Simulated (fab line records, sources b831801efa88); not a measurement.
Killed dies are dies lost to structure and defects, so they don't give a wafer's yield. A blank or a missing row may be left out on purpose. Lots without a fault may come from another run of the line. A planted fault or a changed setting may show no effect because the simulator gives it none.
One fault seen from 2 desks | flow sky130 | each desk has only its own numbers; what lay behind them comes last

THE TOOL OWNER'S DESK: cvd_w-02
The tool's own readings at SKY_CONTACT_CVD_24 (deposits W, target thk 340 nm, time 102.12 s): means of the sampled wafers that have a number, for each lot that ran on this tool. A lot is out of limits, marked OUT, if its mean lies more than 4 standard deviations from the usual mean; the brackets give that distance.
Columns: A = heater_power_w at SKY_CONTACT_CVD_24, usual 865 W
lot  | first seen here | A
L100 | day 32 06:14    | 907
L101 | day 32 06:55    | 914
L102 | day 32 11:29    | 899
L104 | day 33 07:55    | 918
L112 | day 35 14:38    | 931
L115 | day 35 21:47    | 933
L116 | day 36 10:01    | 909
This desk's finding: nothing out of limits on any of the 7 lots.

THE METROLOGY DESK
What the gauges read, lot by lot, whatever tool the lot ran on: means of the sampled wafers that have a number. A lot is out of limits, marked OUT, if its mean lies more than 4 standard deviations from the usual mean; the brackets give that distance.
Columns: A = CONTACT_W_RS at SKY_CONTACT_RS_MEAS_25, usual 0.337 ohm/sq; B = CONTACT_W_THK at SKY_CONTACT_THK_MEAS_26, usual 335 nm; C = cd_nm at SKY_METAL1_CD_MEAS_15, usual 140.0 nm
lot  | first seen here | A                | B             | C
L100 | day 32 06:22    | 0.339            | 339           | 136.4
L101 | day 32 07:02    | 0.334            | 335           | 140.1
L102 | day 32 11:37    | 0.337            | 333           | 141.0
L104 | day 33 08:02    | 0.337            | 337           | 139.8
L113 | day 35 13:59    | 0.339            | 334           | 140.1
L112 | day 35 14:48    | 0.282 (-13) OUT  | 397 (+13) OUT | 140.4
L114 | day 35 16:57    | 0.333            | 341           | 141.3
L115 | day 35 21:54    | 0.280 (-13) OUT  | 402 (+14) OUT | 140.4
L116 | day 36 10:08    | 0.297 (-9.3) OUT | 383 (+10) OUT | 142.1
L122 | day 38 13:10    | 0.336            | 332           | 139.5
This desk's finding: out of limits on L112, L115, L116; first on L112, day 35 14:48 (CONTACT_W_RS at SKY_CONTACT_RS_MEAS_25). In limits: L100, L101, L102, L104, L113, L114, L122.

PUT TOGETHER
The metrology desk could have raised an alarm at day 35 14:48, on L112, L115, L116.
The tool owner's desk saw nothing out of limits.
The tool owner's desk has L112, L115, L116 on record, within its limits.
Of the lots named, all ran SKY_CONTACT_CVD_24 on cvd_w-02.

WHAT THE SIMULATOR HAD PUT IN
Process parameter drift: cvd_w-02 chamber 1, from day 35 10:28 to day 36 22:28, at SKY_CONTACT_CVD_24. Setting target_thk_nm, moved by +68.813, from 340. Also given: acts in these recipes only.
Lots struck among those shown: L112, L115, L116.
Hours from the fault's start to each desk's first reading out of limits: the metrology desk, 4.
